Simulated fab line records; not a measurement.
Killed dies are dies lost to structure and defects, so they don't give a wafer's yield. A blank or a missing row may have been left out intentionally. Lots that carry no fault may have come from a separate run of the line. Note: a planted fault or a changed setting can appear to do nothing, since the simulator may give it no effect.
A struck lot beside a sound one	flow sky130	17 steps out of a route of 708
Sound: wafers L107.1, L107.5, L107.6. Struck: wafer L100.6. (L100.4 of the same lot was not struck and is left out.) The cause comes at the end.
For every step that has rows: the tool of each side, followed by ch and its chambers, followed by its first start. Under that, the readings that differ: sound wafers	struck wafers	difference of the means	sigmas: that difference in standard deviations of wafers without a fault.
alike: same words and numbers on both sides, and readings whose means sit less than 2 such deviations apart. not compared: any withheld reading, any reading some wafer has no value for, any bound like >300 that may hide the same value, and any number with overlapping values for which the record gives no deviation.
A row with sigmas, a row that says differs or no value, or rows on one side alone: a step with any of these is where the two part. Numbers that have no deviation but don't overlap get no sigmas and don't part them. A reading that every wafer of one side lacks parts them only if that side has two wafers or more.

SKY_METAL5_STRIP_16: strips in O2/N2.
  sound on plasma asher-04 ch 0,1, day 47 21:11; struck on plasma asher-03 ch 1, day 46 01:02
  alike: drypump motor current A, oes product au, strip time to endpoint s
  not compared: rf hours counter h
then, 3 steps without rows for these wafers: SKY_METAL5_STRIP_17 (strips in post etch residue remover, time 1200 s); SKY_METAL5_CLEAN_18 (cleans in IPA, time 180 s); SKY_METAL5_CLEAN_19 (cleans in O3/DIW).
SKY_PASSIVATION_CVD_00: deposits SiO2, target thk 90 nm.
  sound on pecvd-04 ch 0,1,2, day 47 21:47; struck on pecvd-01 ch 1, day 46 01:37
  alike: heater power w
SKY_PASSIVATION_THK_MEAS_01:
  struck on film metro-02, day 46 01:40; sound on film metro-02, day 47 21:48
  alike: PASSIVATION_CVD_00_THK
SKY_PASSIVATION_CVD_02: deposits Si3N4, target thk 540 nm.
  sound on pecvd-01 ch 0,1, day 47 21:52; struck on pecvd-04 ch 0, day 46 01:49
  alike: heater power w
SKY_PASSIVATION_THK_MEAS_03:
  struck on film metro-01, day 46 01:57; sound on film metro-04, day 47 22:05
  alike: PASSIVATION_CVD_02_THK
then, 4 steps without rows for these wafers: SKY_PASSIVATION_DEHYDRATE_04 (time 60 s); SKY_PASSIVATION_HMDS_05 (prime time 60 s); SKY_PASSIVATION_COAT_06 (resist thk 3000 nm); SKY_PASSIVATION_SOFTBAKE_07.
SKY_PASSIVATION_EXPOSE_08: exposes mask NSM, target cd 3000 nm.
  sound on iline stepper-02 ch 0, day 48 08:15; struck on iline stepper-01 ch 0, day 46 12:36
reading	sound	struck	difference	sigmas
stage vel mm s (mm/s)	500.33 500.41 500.48	499.70	-0.71	-3
  alike: mask
then, 2 steps without rows for these wafers: SKY_PASSIVATION_PEB_09; SKY_PASSIVATION_DEVELOP_10 (develop time 60 s).
SKY_PASSIVATION_ETCH_11: etches the open film in CF4/O2, stops on AlCu, target depth 725 nm, time 161.1 s.
  sound on rie diel-03 ch 0,1,3, day 48 17:07; struck on rie diel-02 ch 1, day 46 21:26
reading	sound	struck	difference	sigmas
model.PASSIVATION.cd nm (nm)	3000 3001 3000	3087	+87	
  alike: drypump motor current A, oes product au, throttle valve pct
  not compared: rf hours counter h
SKY_PASSIVATION_STRIP_12: strips in O2/N2.
  sound on plasma asher-02 ch 0,1, day 48 17:14; struck on plasma asher-04 ch 0, day 46 21:34
  alike: drypump motor current A, oes product au, strip time to endpoint s
  not compared: rf hours counter h

WHERE THEY PART
Only at SKY_PASSIVATION_EXPOSE_08, as far as this record shows. Later steps at which nothing parts them and some readings are alike: SKY_PASSIVATION_ETCH_11, SKY_PASSIVATION_STRIP_12.

WHY: what the simulator had put in
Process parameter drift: iline stepper-01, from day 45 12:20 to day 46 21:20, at SKY_PASSIVATION_EXPOSE_08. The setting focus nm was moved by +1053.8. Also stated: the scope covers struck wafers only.
